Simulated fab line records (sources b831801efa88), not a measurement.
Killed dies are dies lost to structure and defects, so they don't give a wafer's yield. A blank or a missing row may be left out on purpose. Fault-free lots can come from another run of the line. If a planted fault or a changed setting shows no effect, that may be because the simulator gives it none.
Which tool was responsible?	flow gf180mcu	12 lots (36 wafers sampled), 1 step of a 602-step route

== WHAT THE GAUGES SHOWED, per wafer ==
GF_M4_RS_MEAS_05: measurement is done with a four-point probe.
lot	measured	on	M4_ALCU_RS (ohm/sq)
L075	day 22 18:16	film_metro-04	0.0692 0.0689 0.0697
L076	day 23 10:49	film_metro-03	0.0688 0.0688 0.0690
L079	day 24 01:13	film_metro-03	0.0701 0.0700 0.0711
L081	day 25 00:55	film_metro-04	0.0698 0.0705 0.0693
L083	day 25 11:24	film_metro-02	0.0693 0.0696 0.0696
L085	day 26 07:09	film_metro-04	0.0707 0.0696 0.0708
L087	day 26 20:12	film_metro-04	0.0691 0.0695 0.0697
L089	day 27 10:43	film_metro-02	0.0692 0.0682 0.0694
L091	day 28 05:47	film_metro-02	0.0691 0.0689 0.0693
L093	day 28 14:10	film_metro-03	0.0691 0.0700 0.0690
L095	day 29 10:02	film_metro-04	0.0701 0.0709 0.0709
L097	day 29 20:40	film_metro-02	0.0694 0.0680 0.0686

== TOOL THAT RAN EACH LOT (tool first, then ch and the chambers of the sampled wafers, then the start) ==
The record holds no process step before these readings.

== THE ANSWER, worked out from the rows above alone ==
Rule: what is usual is taken from the lots themselves. The widest of any qualifying gaps counts: lots, ordered by their means at a reading, are off when they make up no more than a third of the lots, leave a main group of 4 or more, and stand apart from it by 3 or more times the standard deviation of that group's means. The tables above print the reading to a certain number of digits; a main group whose means all agree to those digits is not used. Also off: a lot with no number at a reading for which 4 or more lots have one. Where the step has rows for the other lots, those lots are counted as sound.
Nothing can be told from this: no lot is off at any reading shown.

== WHAT THE SIMULATOR PUT IN ==
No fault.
